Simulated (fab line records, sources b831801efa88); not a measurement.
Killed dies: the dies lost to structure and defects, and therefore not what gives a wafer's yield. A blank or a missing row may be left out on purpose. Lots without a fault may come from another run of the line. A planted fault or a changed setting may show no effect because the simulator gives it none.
Which tool was responsible? + flow gf180mcu + Sampling: 13 lots, 39 wafers, 5 of 602 route steps

WHAT THE GAUGES READ, wafer by wafer
GF_LVPWELL_OVL_MEAS_07. Usual: LVPWELL_OVL -0.3 nm, standard deviation 1.2.
| lot  | measured    | on         | LVPWELL_OVL (nm) | flag |
|------|-------------|------------|------------------|------|
| L428 | day 4 02:42 | overlay-02 | 0.8 0.4 0.2      |      |
| L429 | day 4 06:54 | overlay-01 | -0.8 -0.9 -0.7   |      |
| L430 | day 4 12:54 | overlay-02 | 1.6 2.0 0.7      |      |
| L431 | day 4 20:39 | overlay-01 | 0.3 -0.5 0.1     |      |
| L437 | day 6 04:15 | overlay-02 | 1.3 2.0 -0.3     |      |
| L438 | day 6 08:24 | overlay-01 | -1.4 -1.3 -1.0   |      |
| L443 | day 8 01:20 | overlay-02 | -1.6 -0.9 -0.9   |      |
| L445 | day 8 09:15 | overlay-02 | -0.4 0.6 0.1     |      |
| L447 | day 8 12:19 | overlay-01 | -0.1 -0.7 -1.4   |      |
| L446 | day 8 13:10 | overlay-01 | -0.2 -0.8 -0.9   |      |
| L448 | day 8 21:30 | overlay-02 | -2.5 0.1 -1.4    |      |
| L450 | day 9 05:21 | overlay-02 | -1.5 0.2 -1.0    |      |
| L449 | day 9 07:39 | overlay-01 | -1.8 -1.9 -1.9   |      |

GF_VT_IMPLANT_TW_MEAS_21. Usual: VT_IMPLANT_2_TW 1229, standard deviation 20.
| lot  | measured     | on            | VT_IMPLANT_2_TW | flag |
|------|--------------|---------------|-----------------|------|
| L428 | day 6 10:22  | film_metro-01 | 1250 1249 1245  |      |
| L429 | day 6 16:32  | film_metro-02 | 1215 1208 1208  |      |
| L430 | day 6 21:36  | film_metro-02 | 1219 1212 1216  |      |
| L431 | day 7 06:35  | film_metro-01 | 1258 1255 1257  |      |
| L437 | day 8 20:42  | film_metro-02 | 1092 1096 1090  | OFF  |
| L438 | day 9 02:41  | film_metro-02 | 1091 1099 1094  | OFF  |
| L443 | day 10 23:53 | film_metro-01 | 1245 1245 1239  |      |
| L445 | day 11 09:38 | film_metro-01 | 1244 1240 1248  |      |
| L447 | day 11 13:06 | film_metro-03 | 1213 1222 1218  |      |
| L446 | day 11 13:46 | film_metro-03 | 1216 1215 1216  |      |
| L448 | day 11 22:40 | film_metro-01 | 1246 1240 1248  |      |
| L450 | day 12 06:25 | film_metro-01 | 1243 1244 1245  |      |
| L449 | day 12 09:13 | film_metro-02 | 1208 1217 1211  |      |

GF_VT_IMPLANT_OVL_MEAS_40. Usual: VT_IMPLANT_03_OVL -0.4 nm, standard deviation 1.6.
| lot  | measured     | on         | VT_IMPLANT_03_OVL (nm) | flag |
|------|--------------|------------|------------------------|------|
| L428 | day 7 17:02  | overlay-01 | 3.1 4.0 2.0            |      |
| L429 | day 7 23:46  | overlay-01 | -1.5 -1.8 -1.1         |      |
| L430 | day 8 05:00  | overlay-01 | -0.1 -0.8 -0.2         |      |
| L431 | day 8 14:24  | overlay-02 | 2.9 1.0 1.3            |      |
| L437 | day 10 07:11 | overlay-02 | 0.8 0.6 1.1            |      |
| L438 | day 10 12:57 | overlay-02 | -0.1 -1.4 0.5          |      |
| L443 | day 12 13:01 | overlay-01 | -1.1 -1.9 -1.8         |      |
| L445 | day 12 22:46 | overlay-02 | -0.8 -1.0 -0.5         |      |
| L447 | day 13 03:29 | overlay-02 | 1.0 0.1 0.6            |      |
| L446 | day 13 03:49 | overlay-02 | -1.7 -2.2 -3.5         |      |
| L448 | day 13 13:24 | overlay-02 | -0.4 -1.5 -0.3         |      |
| L450 | day 13 22:01 | overlay-01 | 0.1 -1.1 -0.8          |      |
| L449 | day 14 01:19 | overlay-02 | 0.4 -0.6 -0.3          |      |

TOOL THAT RAN EACH LOT (tool first, then ch and the chambers of the sampled wafers, then the start)
| lot  | GF_NWELL_STRIP_10                   | GF_VT_IMPLANT_IMPLANT_19        |
|------|-------------------------------------|---------------------------------|
| L428 | plasma_asher-03 ch 0,1, day 3 13:36 | implanter-04 ch 0, day 6 10:07  |
| L429 | plasma_asher-02 ch 0,1, day 3 17:17 | implanter-01 ch 0, day 6 16:17  |
| L430 | plasma_asher-02 ch 1, day 3 23:23   | implanter-04 ch 0, day 6 21:21  |
| L431 | plasma_asher-02 ch 0, day 4 07:16   | implanter-01 ch 0, day 7 06:22  |
| L437 | plasma_asher-03 ch 0, day 5 14:36   | implanter-01 ch 0, day 8 20:27  |
| L438 | plasma_asher-03 ch 0,1, day 5 18:29 | implanter-01 ch 0, day 9 02:26  |
| L443 | plasma_asher-02 ch 0,1, day 7 09:11 | implanter-03 ch 0, day 10 23:38 |
| L445 | plasma_asher-03 ch 0,1, day 7 17:03 | implanter-04 ch 0, day 11 09:23 |
| L447 | plasma_asher-03 ch 0,1, day 7 20:05 | implanter-03 ch 0, day 11 12:51 |
| L446 | plasma_asher-03 ch 0,1, day 7 20:48 | implanter-01 ch 0, day 11 13:33 |
| L448 | plasma_asher-02 ch 0,1, day 8 04:24 | implanter-04 ch 0, day 11 22:25 |
| L450 | plasma_asher-03 ch 0,1, day 8 12:29 | implanter-01 ch 0, day 12 06:10 |
| L449 | plasma_asher-04 ch 0,1, day 8 13:59 | implanter-04 ch 0, day 12 09:00 |
- GF_NWELL_STRIP_10: strips in O2/N2.
- GF_VT_IMPLANT_IMPLANT_19

WHAT THE TOOLS THEMSELVES READ (means of the sampled wafers that have a number; where no wafer has one, the mark that the record gives instead)
GF_NWELL_STRIP_10. Usual: drypump_motor_current_A 6.16 A, standard deviation 0.26; heater_power_w 331 W, standard deviation 35; oes_product_au 0.722 a.u., standard deviation 0.0043; strip_time_to_endpoint_s 37.00 s, standard deviation 0.11.
| lot  | tool            | drypump_motor_current_A (A) | heater_power_w (W) | oes_product_au (a.u.) | strip_time_to_endpoint_s (s) | flag |
|------|-----------------|-----------------------------|--------------------|-----------------------|------------------------------|------|
| L428 | plasma_asher-03 | 6.33                        | 295                | 0.718                 | 36.95                        |      |
| L429 | plasma_asher-02 | 6.22                        | 378                | 0.723                 | 36.96                        |      |
| L430 | plasma_asher-02 | 6.32                        | 388                | 0.721                 | 36.99                        |      |
| L431 | plasma_asher-02 | 6.09                        | 346                | 0.726                 | 36.94                        |      |
| L437 | plasma_asher-03 | 6.14                        | 329                | 0.724                 | 37.14                        |      |
| L438 | plasma_asher-03 | 6.32                        | 300                | 0.722                 | 37.00                        |      |
| L443 | plasma_asher-02 | 6.19                        | 368                | 0.723                 | 36.97                        |      |
| L445 | plasma_asher-03 | 6.23                        | 315                | 0.718                 | 36.85                        |      |
| L447 | plasma_asher-03 | 6.22                        | 307                | 0.721                 | 37.11                        |      |
| L446 | plasma_asher-03 | 6.23                        | 316                | 0.725                 | 37.07                        |      |
| L448 | plasma_asher-02 | 6.18                        | 364                | 0.722                 | 37.07                        |      |
| L450 | plasma_asher-03 | 6.20                        | 314                | 0.723                 | 37.07                        |      |
| L449 | plasma_asher-04 | 5.72                        | 321                | 0.720                 | 37.10                        |      |

GF_VT_IMPLANT_IMPLANT_19. Usual: dose_ions_cm2 4.349e+12, standard deviation 4.6e+09; faraday_current_uA 24.5, standard deviation 0.52.
| lot  | tool         | dose_ions_cm2 | faraday_current_uA | flag |
|------|--------------|---------------|--------------------|------|
| L428 | implanter-04 | 4.342e+12     | 24.5               |      |
| L429 | implanter-01 | 4.350e+12     | 24.1               |      |
| L430 | implanter-04 | 4.350e+12     | 24.2               |      |
| L431 | implanter-01 | 4.350e+12     | 24.3               |      |
| L437 | implanter-01 | 3.161e+12     | 18.0               | OFF  |
| L438 | implanter-01 | 3.172e+12     | 17.8               | OFF  |
| L443 | implanter-03 | 4.348e+12     | 24.6               |      |
| L445 | implanter-04 | 4.350e+12     | 24.4               |      |
| L447 | implanter-03 | 4.350e+12     | 24.6               |      |
| L446 | implanter-01 | 4.351e+12     | 25.0               |      |
| L448 | implanter-04 | 4.349e+12     | 24.9               |      |
| L450 | implanter-01 | 4.350e+12     | 24.2               |      |
| L449 | implanter-04 | 4.349e+12     | 24.7               |      |

THE ANSWER, worked out from the rows above alone
Rule: a lot counts as off when the mean over its wafers that have a number is more than 3 standard deviations away from the usual mean. A lot without any number at a reading at which 4 lots or more have one is off too. Where the step has rows for the other lots, those lots are counted as sound. First the gauges in route order, then the tools' own readings, where a lot's mean is used as printed above. At the first step where some lot is off, the reading lying furthest off is the one used; lots without a number count as furthest.
Off: L437, L438, at GF_VT_IMPLANT_TW_MEAS_21 (VT_IMPLANT_2_TW).
A tool fits if, at a process step before that reading, it ran every lot that is off, and no sound lot after the first of them. The gauges at GF_VT_IMPLANT_TW_MEAS_21 aren't tried: what is off there is off at GF_VT_IMPLANT_IMPLANT_19 too, on other tools, and a gauge's error can't cause that. No candidate that was tried fits.

WHAT HAD BEEN PUT IN BY THE SIMULATOR
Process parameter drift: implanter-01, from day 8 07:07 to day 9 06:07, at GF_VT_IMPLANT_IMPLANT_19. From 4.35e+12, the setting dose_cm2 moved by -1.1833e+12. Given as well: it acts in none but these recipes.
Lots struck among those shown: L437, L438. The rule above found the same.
